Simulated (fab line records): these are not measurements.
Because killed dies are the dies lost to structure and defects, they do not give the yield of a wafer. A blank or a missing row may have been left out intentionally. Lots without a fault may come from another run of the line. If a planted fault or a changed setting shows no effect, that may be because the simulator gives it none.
One fault through the eyes of 2 desks / flow gf180mcu / each desk holds nothing but its own numbers, with what lay behind them at the end

## FOR THE TOOL OWNER'S DESK: plasma-asher-04
The tool's own readings at GF_M1_STRIP_17 (strips in O2/N2): means of the sampled wafers that have a number, for each lot that ran on this tool. Any lot whose mean is over 4 standard deviations away from the usual mean is out of limits and marked OUT; that distance is given in the brackets.
Columns: A = chamber-pressure-mTorr at GF_M1_STRIP_17, usual 1500.1 mTorr; B = drypump-motor-current-A at GF_M1_STRIP_17, usual 5.7 A; C = heater-power-w at GF_M1_STRIP_17, usual 354 W; D = oes-product-au at GF_M1_STRIP_17, usual 0.536 a.u.; E = strip-time-to-endpoint-s at GF_M1_STRIP_17, usual 7.37 s
lot=L874; first seen here=day 17 10:41; A=1498.6; B=5.4; C=355; D=0.538; E=7.39
lot=L879; first seen here=day 19 05:38; A=1500.8; B=5.6; C=312; D=0.538; E=7.39
lot=L882; first seen here=day 20 22:02; A=1500.5; B=5.4; C=356; D=0.536; E=7.39
lot=L883; first seen here=day 21 03:13; A=1500.7; B=5.6; C=311; D=0.535; E=7.10 (-6.7) OUT
lot=L884; first seen here=day 21 04:53; A=1500.8; B=5.6; C=308; D=0.532; E=7.04 (-8.2) OUT
lot=L885; first seen here=day 21 09:41; A=1500.4; B=5.4; C=361; D=0.538; E=7.16 (-5.3) OUT
This desk's finding: out of limits on L883, L884, L885; first on L883, day 21 03:13 (strip-time-to-endpoint-s at GF_M1_STRIP_17). L874, L879, L882: within limits.

## AT THE METROLOGY DESK
What the gauges read for every lot (on any tool): the sampled wafers with a number, averaged. Any lot whose mean is over 4 standard deviations away from the usual mean is out of limits and marked OUT; that distance is given in the brackets.
Columns: A = M1_OVL at GF_M1_OVL_MEAS_15, usual -2 nm; B = V1_CVD_02_THK at GF_V1_THK_MEAS_03, usual 846 nm
lot=L873; first seen here=day 16 23:53; A=-5; B=846
lot=L874; first seen here=day 17 10:29; A=-3; B=864
lot=L875; first seen here=day 18 14:10; A=-4; B=846
lot=L877; first seen here=day 18 20:05; A=-9; B=846
lot=L879; first seen here=day 19 05:29; A=5; B=839
lot=L882; first seen here=day 20 21:53; A=-6; B=844
lot=L883; first seen here=day 21 03:02; A=-3; B=849
lot=L884; first seen here=day 21 04:43; A=0; B=856
lot=L885; first seen here=day 21 09:32; A=3; B=849
lot=L891; first seen here=day 24 05:32; A=-1; B=852
lot=L892; first seen here=day 24 09:28; A=-6; B=830
lot=L894; first seen here=day 24 14:49; A=9; B=838
lot=L896; first seen here=day 25 12:40; A=4; B=841
This desk's verdict: no lot among the 13 shows anything out of limits.

## TAKEN TOGETHER
At day 21 03:13, on L883, L884, L885, the tool owner's desk was in a position to raise an alarm.
The metrology desk saw nothing out of limits.
The metrology desk holds a record of L883, L884, L885, inside its limits.
On plasma-asher-04, each named lot ran GF_M1_STRIP_17.

## WHAT THE SIMULATOR HAD INSERTED
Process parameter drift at GF_M1_STRIP_17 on plasma-asher-04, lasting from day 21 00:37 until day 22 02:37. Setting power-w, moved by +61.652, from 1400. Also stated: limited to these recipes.
Lots struck among those shown: L883, L884, L885.
Time in hours from fault onset to the first out-of-limits reading at each desk: the tool owner's desk, 3.
